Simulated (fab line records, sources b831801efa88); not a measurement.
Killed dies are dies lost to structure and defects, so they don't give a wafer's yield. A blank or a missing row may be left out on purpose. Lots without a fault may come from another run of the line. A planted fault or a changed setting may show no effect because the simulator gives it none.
fab line records | flow gf180mcu
record lots=24 wafers=72 last_day=34
route steps=602 shown M1@321 V2@386 V3@434 M4@462 V4@490 PASSIVATION@599
lots that met no fault: from a run of the same line without faults
start_h: hours from the record's first day to the start of the lot's first wafer shown | wait_h: hours since the lot's step before | " the same as in the row above | L1.1+2: a row that stands for several wafers | - no value, or no start given | * or withheld: withheld | < > ~ a bound
route shown NAME@n: a module of which the file shows steps, and the number in the route of the first | usual: mean/standard deviation of fault-free wafers | same: alike in all rows | chamber/n: place in a boat | sites: the reading at each site | _std_site: their standard deviation | _edge_site: outer sites' mean less inner sites' | radius_mm: how far each site lies from the wafer's centre | mask NAME#n: copy n | behind: the tool/chamber that last shaped the wafer | hold: why the lot was held/for how many hours/how that ended | device: the transistor (n, p or np) that didn't switch | end of line: the same wafers' tests at the end of the route | a step without rows: its recipe alone | killed: dies lost to structure and defects at the first sort, not the wafer's yield | map: a wafer's dies, x killed, . not, _ none there
set.NAME: the setting as run; set.NAME@STEP: as run at that earlier step | model.NAME: the simulator's own value behind a step, which no gauge read
steps of the route over a sample of lots; a table a step, a row a wafer
services: from which hour (start_h, from the record's first day; less than 0 if before it) a tool's chamber was out of use, for how many hours, and why
## steps
# step GF_M1_THK_MEAS_06
# recipe thk_meas_gauge=xrf reads=AlCu_of_M1_SPUTTER_02
# usual M1_ALCU_THK=445/5.9
# columns lot.wafer tool chamber start_h wait_h M1_ALCU_THK[nm]
L074.2 film_metro-01 - 361.94 0.1 446
L074.5 " - " " 442
L074.6 " - " " 444
L075.2 film_metro-02 - 388.06 0.1 445
L075.4 " - " " 430
L075.5 " - " " 430
L077.4 film_metro-01 - 396.63 0.1 464
L077.5 " - " " 462
L077.6 " - " " 453
L076.3 film_metro-01 - 399.63 0.1 450
L076.4 " - " " 446
L076.6 " - " " 451
L078.1 film_metro-02 - 407.61 0.1 450
L078.2 " - " " 444
L078.4 " - " " 438
L079.2 film_metro-04 - 418.04 0.1 435
L079.4 " - " " 441
L079.6 " - " " 446
L080.1 film_metro-02 - 419.39 0.1 452
L080.3 " - " " 455
L080.5 " - " " 442
L081.1 film_metro-02 - 433.49 0.1 445
L081.2 " - " " 443
L081.4 " - " " 441
L082.2 film_metro-04 - 442.16 0.1 446
L082.5 " - " " 441
L082.6 " - " " 444
L083.1 film_metro-04 - 455.28 0.1 440
L083.5 " - " " 427
L083.6 " - " " 438
L084.1 film_metro-02 - 456.83 0.1 445
L084.2 " - " " 441
L084.5 " - " " 438
L085.1 film_metro-04 - 467.24 0.1 445
L085.5 " - " " 445
L085.6 " - " " 454
L086.1 film_metro-01 - 470.09 0.1 444
L086.4 " - " " 439
L086.5 " - " " 443
L087.1 film_metro-04 - 478.55 0.1 443
L087.3 " - " " 448
L087.6 " - " " 448
L088.1 film_metro-01 - 487.23 0.1 448
L088.3 " - " " 448
L088.4 " - " " 439
L089.1 film_metro-01 - 496.79 0.1 451
L089.3 " - " " 440
L089.6 " - " " 445
L090.1 film_metro-01 - 503.62 0.1 442
L090.3 " - " " 441
L090.5 " - " " 446
L091.1 film_metro-04 - 509.53 0.1 445
L091.4 " - " " 452
L091.6 " - " " 450
L092.1 film_metro-02 - 524.16 0.1 447
L092.3 " - " " 458
L092.4 " - " " 446
L093.4 film_metro-04 - 529.40 0.1 442
L093.5 " - " " 444
L093.6 " - " " 449
L094.1 film_metro-02 - 540.73 0.1 452
L094.2 " - " " 448
L094.6 " - " " 447
L095.1 film_metro-01 - 547.31 0.1 442
L095.2 " - " " 451
L095.4 " - " " 453
L096.1 film_metro-01 - 551.25 0.1 446
L096.3 " - " " 447
L096.5 " - " " 448
L097.2 film_metro-01 - 557.22 0.1 444
L097.3 " - " " 447
L097.6 " - " " 450
# step GF_V2_CMP_04
# recipe material=SiO2 down_force_psi=4 platen_rpm=60 pad_velocity_m_s=0.94248
# usual motor_current_A=11.7/1.2 time_to_endpoint_s=80/5.5
# columns lot.wafer tool chamber start_h wait_h motor_current_A time_to_endpoint_s
L074.2 cmp-02 3 436.52 0.2 11.3 85
L074.6 " 0 " " 10.0 89
L074.5 " 1 " " 11.3 81
L075.2 cmp-02 2 463.81 0.0 12.1 85
L075.4 " 0 " " 10.3 85
L075.5 " 3 " " 11.2 87
L077.4 cmp-02 2 471.83 0.1 12.9 85
L077.6 " 0 " " 10.3 83
L077.5 " 1 " " 10.8 77
L076.3 cmp-02 2 476.38 0.1 12.3 82
L076.4 " 3 " " 10.9 83
L076.6 " 2 " " 12.0 85
L078.2 cmp-02 2 483.07 0.1 11.4 75
L078.4 " 3 " " 11.0 84
L078.1 " 0 " " 10.2 79
L079.2 cmp-01 2 493.97 0.1 10.3 80
L079.4 " 3 " " 11.7 84
L079.6 " 2 " " 10.3 81
L080.1 cmp-02 3 495.54 0.1 11.2 70
L080.3 " 1 " " 11.8 66
L080.5 " 3 " " 11.2 78
L081.1 cmp-01 3 509.97 0.2 12.0 86
L081.2 " 1 " " 14.1 83
L081.4 " 2 " " 10.5 86
L082.2 cmp-01 3 518.73 0.1 11.0 77
L082.6 " 1 " " 13.5 75
L082.5 " 2 " " 10.8 77
L083.1 cmp-02 3 529.77 0.1 10.8 71
L083.5 " 3 " " 11.5 79
L083.6 " 0 " " 9.7 83
L084.1 cmp-01 3 531.88 0.1 11.6 72
L084.2 " 0 " " 11.5 75
L084.5 " 2 " " 10.3 78
L085.1 cmp-01 0 541.38 0.1 11.2 77
L085.5 " 2 " " 10.2 77
L085.6 " 3 " " 11.2 83
L086.1 cmp-01 0 544.18 0.1 12.5 77
L086.4 " 3 " " 11.5 85
L086.5 " 1 " " 12.6 83
L087.1 cmp-01 1 552.37 0.1 14.1 72
L087.3 " 3 " " 11.2 79
L087.6 " 2 " " 9.8 80
L088.3 cmp-01 1 560.60 0.0 14.2 74
L088.1 " 3 " " 11.2 78
L088.4 " 0 " " 11.4 85
L089.3 cmp-01 3 569.32 0.0 11.2 77
L089.1 " 1 " " 14.1 76
L089.6 " 3 " " 11.6 86
L090.1 cmp-01 1 574.72 0.1 13.9 72
L090.3 " 3 " " 11.1 82
L090.5 " 1 " " 13.9 77
L091.1 cmp-01 3 581.12 0.1 11.8 81
L091.4 " 0 " " 11.8 83
L091.6 " 2 " " 10.1 85
L092.4 cmp-01 1 594.74 0.0 13.8 78
L092.1 " 2 " " 10.4 72
L092.3 " 3 " " 11.8 74
L093.4 cmp-01 2 597.40 0.1 9.9 77
L093.5 " 0 " " 11.9 86
L093.6 " 1 " " 13.8 79
L094.1 cmp-02 3 608.63 0.1 11.1 84
L094.2 " 1 " " 11.4 79
L094.6 " 3 " " 11.1 83
L095.2 cmp-01 3 615.82 0.0 11.8 82
L095.1 " 0 " " 12.1 85
L095.4 " 2 " " 10.5 88
L096.3 cmp-01 1 619.30 0.1 14.4 80
L096.1 " 2 " " 10.8 81
L096.5 " 0 " " 12.4 80
L097.2 cmp-01 1 624.09 0.1 13.9 76
L097.3 " 2 " " 10.6 74
L097.6 " 0 " " 11.5 82
# step GF_V3_BOW_MEAS_05
# recipe mode=bow
# usual V3_BOW=120/8.7
# columns lot.wafer tool chamber start_h wait_h V3_BOW[um]
L074.2 film_metro-03 - 488.49 0.3 117
L074.5 " - " " 128
L074.6 " - " " 120
L075.2 film_metro-04 - 514.44 0.2 122
L075.4 " - " " 129
L075.5 " - " " 120
L077.4 film_metro-04 - 521.76 0.3 111
L077.5 " - " " 119
L077.6 " - " " 120
L076.3 film_metro-02 - 526.39 0.3 106
L076.4 " - " " 117
L076.6 " - " " 108
L078.1 film_metro-04 - 532.82 0.2 121
L078.2 " - " " 113
L078.4 " - " " 118
L079.2 film_metro-04 - 544.28 0.2 132
L079.4 " - " " 116
L079.6 " - " " 131
L080.1 film_metro-03 - 546.17 0.2 116
L080.3 " - " " 115
L080.5 " - " " 106
L081.1 film_metro-02 - 558.45 0.1 120
L081.2 " - " " 111
L081.4 " - " " 121
L082.2 film_metro-03 - 566.37 0.2 121
L082.5 " - " " 126
L082.6 " - " " 120
L083.1 film_metro-02 - 578.55 0.2 112
L083.5 " - " " 126
L083.6 " - " " 113
L084.1 film_metro-02 - 579.72 0.2 134
L084.2 " - " " 124
L084.5 " - " " 118
L085.1 film_metro-02 - 588.09 0.1 105
L085.5 " - " " 110
L085.6 " - " " 118
L086.1 film_metro-02 - 591.19 0.2 97
L086.4 " - " " 101
L086.5 " - " " 103
L087.1 film_metro-04 - 597.97 0.2 128
L087.3 " - " " 132
L087.6 " - " " 111
L088.1 film_metro-04 - 607.17 0.2 111
L088.3 " - " " 107
L088.4 " - " " 104
L089.1 film_metro-03 - 615.28 0.1 126
L089.3 " - " " 123
L089.6 " - " " 122
L090.1 film_metro-03 - 619.69 0.1 92
L090.3 " - " " 127
L090.5 " - " " 139
L091.1 film_metro-02 - 626.35 0.1 107
L091.4 " - " " 122
L091.6 " - " " 115
L092.1 film_metro-04 - 638.58 0.2 130
L092.3 " - " " 129
L092.4 " - " " 134
L093.4 film_metro-02 - 642.72 0.3 135
L093.5 " - " " 123
L093.6 " - " " 123
L094.1 film_metro-02 - 651.79 0.1 117
L094.2 " - " " 121
L094.6 " - " " 123
L095.1 film_metro-02 - 660.49 0.2 123
L095.2 " - " " 120
L095.4 " - " " 112
L096.1 film_metro-04 - 662.59 0.2 128
L096.3 " - " " 120
L096.5 " - " " 127
L097.2 film_metro-04 - 667.45 0.1 122
L097.3 " - " " 127
L097.6 " - " " 123
# step GF_M4_THK_MEAS_06
# recipe thk_meas_gauge=xrf reads=AlCu_of_M4_SPUTTER_02
# usual M4_ALCU_THK=447/5.1
# columns lot.wafer tool chamber start_h wait_h M4_ALCU_THK[nm]
L074.2 film_metro-04 - 514.30 0.1 449
L074.5 " - " " 454
L074.6 " - " " 456
L075.2 film_metro-04 - 539.25 0.1 448
L075.4 " - " " 447
L075.5 " - " " 446
L077.4 film_metro-03 - 547.05 0.1 437
L077.5 " - " " 443
L077.6 " - " " 438
L076.3 film_metro-04 - 551.34 0.1 447
L076.4 " - " " 452
L076.6 " - " " 443
L078.1 film_metro-01 - 557.51 0.1 439
L078.2 " - " " 451
L078.4 " - " " 448
L079.2 film_metro-03 - 568.15 0.1 436
L079.4 " - " " 439
L079.6 " - " " 443
L080.1 film_metro-03 - 569.71 0.1 442
L080.3 " - " " 448
L080.5 " - " " 440
L081.1 film_metro-03 - 582.51 0.1 448
L081.2 " - " " 454
L081.4 " - " " 448
L082.2 film_metro-04 - 589.76 0.1 440
L082.5 " - " " 444
L082.6 " - " " 437
L083.1 film_metro-03 - 601.81 0.1 444
L083.5 " - " " 446
L083.6 " - " " 446
L084.1 film_metro-04 - 602.74 0.1 444
L084.2 " - " " 451
L084.5 " - " " 451
L085.1 film_metro-04 - 610.99 0.1 446
L085.5 " - " " 443
L085.6 " - " " 448
L086.1 film_metro-03 - 613.99 0.1 455
L086.4 " - " " 454
L086.5 " - " " 452
L087.1 film_metro-03 - 620.71 0.1 441
L087.3 " - " " 439
L087.6 " - " " 433
L088.1 film_metro-04 - 629.14 0.1 457
L088.3 " - " " 454
L088.4 " - " " 451
L089.1 film_metro-03 - 637.46 0.1 445
L089.3 " - " " 443
L089.6 " - " " 441
L090.1 film_metro-03 - 642.33 0.1 447
L090.3 " - " " 436
L090.5 " - " " 443
L091.1 film_metro-03 - 647.68 0.1 445
L091.4 " - " " 453
L091.6 " - " " 453
L092.1 film_metro-04 - 660.40 0.1 448
L092.3 " - " " 446
L092.4 " - " " 448
L093.4 film_metro-01 - 664.89 0.1 442
L093.5 " - " " 451
L093.6 " - " " 452
L094.1 film_metro-01 - 672.72 0.1 450
L094.2 " - " " 455
L094.6 " - " " 448
L095.1 film_metro-04 - 681.74 0.1 454
L095.2 " - " " 448
L095.4 " - " " 447
L096.1 film_metro-01 - 683.91 0.1 448
L096.3 " - " " 442
L096.5 " - " " 444
L097.2 film_metro-03 - 687.90 0.1 444
L097.3 " - " " 441
L097.6 " - " " 441
# step GF_V4_CD_MEAS_14
# recipe target_cd_nm=260
# usual cd_nm=260.6/1.2
# columns lot.wafer tool chamber start_h wait_h cd_nm
L074.2 cd_sem-02 - 560.18 0.1 260.5
L074.5 " - " " 261.9
L074.6 " - " " 261.4
L075.2 cd_sem-02 - 584.68 0.1 259.5
L075.4 " - " " 258.2
L075.5 " - " " 260.4
L077.4 cd_sem-02 - 592.42 0.1 260.7
L077.5 " - " " 261.0
L077.6 " - " " 260.7
L076.3 cd_sem-01 - 595.55 0.1 260.5
L076.4 " - " " 261.0
L076.6 " - " " 261.9
L078.1 cd_sem-01 - 601.59 0.1 262.2
L078.2 " - " " 262.2
L078.4 " - " " 262.2
L079.2 cd_sem-01 - 611.78 0.1 257.7
L079.4 " - " " 259.3
L079.6 " - " " 258.7
L080.1 cd_sem-01 - 613.31 0.1 259.2
L080.3 " - " " 258.9
L080.5 " - " " 259.2
L081.1 cd_sem-01 - 626.08 0.2 261.2
L081.2 " - " " 261.8
L081.4 " - " " 261.3
L082.2 cd_sem-01 - 632.60 0.1 261.4
L082.5 " - " " 261.3
L082.6 " - " " 260.3
L083.1 cd_sem-01 - 643.18 0.1 261.3
L083.5 " - " " 261.0
L083.6 " - " " 261.0
L084.1 cd_sem-01 - 644.29 0.1 260.1
L084.2 " - " " 260.1
L084.5 " - " " 260.9
L085.1 cd_sem-02 - 652.33 0.1 260.1
L085.5 " - " " 258.1
L085.6 " - " " 260.6
L086.1 cd_sem-01 - 655.24 0.1 259.1
L086.4 " - " " 258.9
L086.5 " - " " 259.1
L087.1 cd_sem-01 - 661.43 0.1 260.6
L087.3 " - " " 261.7
L087.6 " - " " 260.0
L088.1 cd_sem-02 - 670.51 0.1 262.4
L088.3 " - " " 262.0
L088.4 " - " " 262.6
L089.1 cd_sem-02 - 677.68 0.1 260.8
L089.3 " - " " 261.4
L089.6 " - " " 261.4
L090.1 cd_sem-01 - 682.78 0.1 258.6
L090.3 " - " " 258.9
L090.5 " - " " 260.1
L091.1 cd_sem-01 - 688.73 0.1 260.6
L091.4 " - " " 261.6
L091.6 " - " " 262.1
L092.1 cd_sem-02 - 699.98 0.1 260.0
L092.3 " - " " 261.1
L092.4 " - " " 260.1
L093.4 cd_sem-02 - 703.62 0.1 259.7
L093.5 " - " " 260.2
L093.6 " - " " 259.8
L094.1 cd_sem-02 - 711.31 0.1 260.6
L094.2 " - " " 259.4
L094.6 " - " " 259.8
L095.1 cd_sem-02 - 719.68 0.1 259.9
L095.2 " - " " 259.4
L095.4 " - " " 259.9
L096.1 cd_sem-01 - 722.06 0.1 261.5
L096.3 " - " " 261.6
L096.5 " - " " 261.4
L097.2 cd_sem-02 - 726.05 0.1 261.1
L097.3 " - " " 261.5
L097.6 " - " " 258.9
# step GF_PASSIVATION_STRIP_12
# recipe chemistry=O2/N2 power_w=1355 pressure_mtorr=1500 platen_temp_c=250 o2_flow_sccm=3000 n2_flow_sccm=300 overash_fraction=0.5
# usual drypump_motor_current_A=6.0/0.44 heater_power_w=316/24 oes_product_au=0.705/0.0043 strip_time_to_endpoint_s=33.91/0.25
# columns lot.wafer tool chamber start_h wait_h drypump_motor_current_A heater_power_w oes_product_au rf_hours_counter_h strip_time_to_endpoint_s
L074.2 plasma_asher-03 0 668.75 0.1 6.6 292 0.710 106 33.76
L074.5 " 0 " " 6.6 291 0.711 - 33.94
L074.6 " 1 " " 5.5 350 0.705 - 34.01
L075.2 plasma_asher-03 0 691.25 0.1 6.6 293 0.706 109 33.99
L075.4 " 0 " " 6.6 284 0.707 - 33.94
L075.5 " 1 " " 5.5 356 0.711 - 34.16
L077.4 plasma_asher-03 1 699.34 0.2 5.5 353 0.701 - 34.04
L077.5 " 1 " " 5.5 343 0.702 - 34.11
L077.6 " 0 " " 6.6 295 0.707 - 34.66
L076.3 plasma_asher-03 0 701.50 0.2 6.6 294 0.709 - 33.65
L076.4 " 1 " " 5.5 345 0.703 - 33.41
L076.6 " 1 " " 5.5 332 0.702 - 33.66
L078.1 plasma_asher-01 0 705.37 0.1 6.0 299 0.709 92 33.77
L078.2 " 1 " " 5.6 309 0.700 92 33.83
L078.4 " 1 " " 5.6 308 0.702 - 33.64
L079.2 plasma_asher-03 0 716.25 0.1 6.6 297 0.711 111 33.41
L079.4 " 0 " " 6.6 287 0.703 - 33.68
L079.6 " 1 " " 5.5 352 0.705 - 33.72
L080.1 plasma_asher-03 1 717.65 0.1 5.5 369 0.707 112 33.78
L080.3 " 1 " " 5.5 355 0.704 - 33.67
L080.5 " 0 " " 6.6 291 0.703 - 33.48
L081.1 plasma_asher-01 1 728.65 0.1 5.6 308 0.700 94 33.96
L081.2 " 0 " " 6.0 302 0.704 94 34.04
L081.4 " 1 " " 5.6 313 0.701 - 33.96
L082.2 plasma_asher-01 0 734.10 0.1 6.0 305 0.710 95 34.08
L082.5 " 0 " " 5.9 299 0.714 - 33.91
L082.6 " 1 " " 5.6 305 0.704 - 33.89
L083.1 plasma_asher-01 1 743.17 0.1 5.6 316 0.707 96 33.55
L083.5 " 1 " " 5.6 304 0.704 - 33.49
L083.6 " 0 " " 6.0 293 0.704 - 33.61
L084.1 plasma_asher-01 1 744.12 0.1 5.7 308 0.700 96 34.04
L084.2 " 0 " " 6.0 295 0.711 96 34.11
L084.5 " 0 " " 6.0 300 0.706 - 34.08
L085.1 plasma_asher-02 0 751.67 0.1 6.1 323 0.704 67 34.03
L085.5 " 1 " " 6.2 332 0.706 - 34.01
L085.6 " 0 " " 6.0 321 0.707 - 33.94
L086.1 plasma_asher-01 0 753.27 0.1 6.0 298 0.699 97 33.95
L086.4 " 1 " " 5.6 310 0.712 - 33.76
L086.5 " 1 " " 5.6 298 0.701 - 33.92
L087.1 plasma_asher-03 1 758.52 0.1 5.5 343 0.703 2 33.82
L087.3 " 1 " " 5.5 351 0.709 - 33.87
L087.6 " 0 " " 6.6 295 0.698 - 34.18
L088.1 plasma_asher-03 1 766.84 0.3 5.5 351 0.704 2 33.89
L088.3 " 0 " " 6.6 296 0.704 - 34.01
L088.4 " 1 " " 5.5 353 0.709 - 33.87
L089.1 plasma_asher-03 0 773.00 0.1 6.6 298 0.710 3 33.90
L089.3 " 1 " " 5.5 350 0.700 - 33.86
L089.6 " 1 " " 5.5 358 0.704 - 33.76
L090.1 plasma_asher-02 1 778.07 0.1 6.2 331 0.702 70 33.93
L090.3 " 0 " " 6.0 328 0.710 - 33.77
L090.5 " 0 " " 6.1 311 0.704 - 33.74
L091.1 plasma_asher-03 0 782.60 0.1 6.6 290 0.706 4 33.81
L091.4 " 0 " " 6.6 300 0.710 - 34.06
L091.6 " 1 " " 5.5 356 0.709 - 33.66
L092.1 plasma_asher-03 1 791.15 0.1 5.5 350 0.700 5 33.53
L092.3 " 1 " " 5.5 359 0.702 - 33.99
L092.4 " 0 " " 6.6 292 0.704 - 33.71
L093.4 plasma_asher-02 0 793.20 0.0 6.0 322 0.708 - 34.31
L093.5 " 1 " " 6.2 328 0.700 - 34.15
L093.6 " 0 " " 6.1 326 0.698 - 34.43
L094.1 plasma_asher-01 1 800.50 0.1 5.6 302 0.708 101 33.89
L094.2 " 0 " " 5.9 294 0.698 101 34.16
L094.6 " 0 " " 6.0 297 0.701 - 34.03
L095.1 plasma_asher-03 1 807.50 0.1 5.5 353 0.703 7 33.94
L095.2 " 0 " " 6.6 291 0.705 7 33.54
L095.4 " 1 " " 5.5 351 0.705 - 34.06
L096.1 plasma_asher-03 1 809.87 0.1 5.5 359 0.712 7 33.91
L096.3 " 0 " " 6.6 293 0.707 - 34.27
L096.5 " 0 " " 6.6 291 0.706 - 34.09
L097.2 plasma_asher-01 1 812.07 0.1 5.6 303 0.698 103 33.85
L097.3 " 1 " " 5.6 312 0.710 - 33.77
L097.6 " 1 " " 5.6 303 0.707 - 33.77
## services
# columns tool chamber start_h hours kind
plasma_asher-03 - 423.44 1.5 repair
cmp-02 - 429.31 3.3 pm
plasma_asher-03 - 434.44 2.0 repair
cmp-02 - 456.52 1.1 repair
cmp-01 - 465.52 2.4 repair
cmp-02 - 505.45 13.8 repair
plasma_asher-03 - 506.88 5.5 repair
cmp-02 - 532.86 1.7 repair
cmp-02 - 540.74 3.0 repair
cmp-01 - 548.15 1.6 repair
cmp-01 - 556.19 4.0 pm
cmp-02 - 572.27 4.0 pm
cmp-01 - 577.82 1.6 repair
cmp-01 - 605.23 4.0 pm
cmp-02 - 613.94 0.6 repair
plasma_asher-01 - 655.36 1.2 repair
cmp-02 - 657.69 0.6 repair
plasma_asher-03 - 660.62 0.7 repair
plasma_asher-01 - 674.36 2.0 repair
cmp-02 - 678.24 5.3 pm
cmp-02 - 692.21 2.1 repair
plasma_asher-03 - 733.75 9.0 pm
cmp-01 - 744.00 4.0 pm
plasma_asher-03 - 802.50 0.4 repair
## key
fault none
